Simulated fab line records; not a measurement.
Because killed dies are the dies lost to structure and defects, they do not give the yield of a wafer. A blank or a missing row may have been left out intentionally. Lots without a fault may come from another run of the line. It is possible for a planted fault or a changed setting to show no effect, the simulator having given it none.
Matching of chambers -- flow gf180mcu -- GF_POLY_GATE_ETCH_13 on rie si-02: 4 sister chambers
The step etches poly-Si in HBr/Cl2, stops on SiO2, target depth 198.5 nm, time 69.6 s. 8 wafers are shown with their chamber, then 9 later ones without.

== WAFERS, EACH WITH ITS CHAMBER ==
wafer,chamber,drypump motor current A (A),oes product au (a.u.)
L984.2,3,5.76,0.988
L984.5,0,6.03,0.990
L994.2,0,5.99,0.996
L994.3,2,5.62,0.991
L994.6,1,5.78,0.987
L996.1,2,5.58,0.994
L996.2,1,5.78,0.976
L996.3,3,5.74,0.982

== WAFERS MISSING THEIR CHAMBER ==
wafer,drypump motor current A (A),oes product au (a.u.)
L998.2,5.61,0.997
L998.4,5.77,0.991
L998.5,5.76,0.988
L100.2,5.77,0.980
L100.3,6.02,0.991
L100.4,5.58,0.989
L101.4,6.02,0.986
L101.5,6.01,0.992
L101.6,5.76,0.999

== WHICH CHAMBER EACH ONE RAN IN ==
wafer,from the rows above,in truth
L998.2,2,2
L998.4,can't be placed: 3 or 1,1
L998.5,can't be placed: 3 or 1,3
L100.2,can't be placed: 1 or 3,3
L100.3,0,0
L100.4,2,2
L101.4,0,0
L101.5,0,0
L101.6,can't be placed: 3 or 1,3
5 of 9 placed correctly. Unplaceable from these rows: 4, with the true chamber sitting among the candidates in 4. 0 placed wrongly.
How it was worked out, from the rows above alone: a wafer's distance from a chamber is the root of the sum, over the readings, of the square of ((its reading less the chamber's mean) divided by the reading's scatter). The wafer belongs to the nearest chamber; if the next one is less than 2 further off, it can't be placed. The mean given for a chamber averages the wafers shown for that chamber. The scatter: take each reading less its chamber's mean, square it, sum over the shown wafers, divide by the number of wafers less the number of chambers, and take the root.
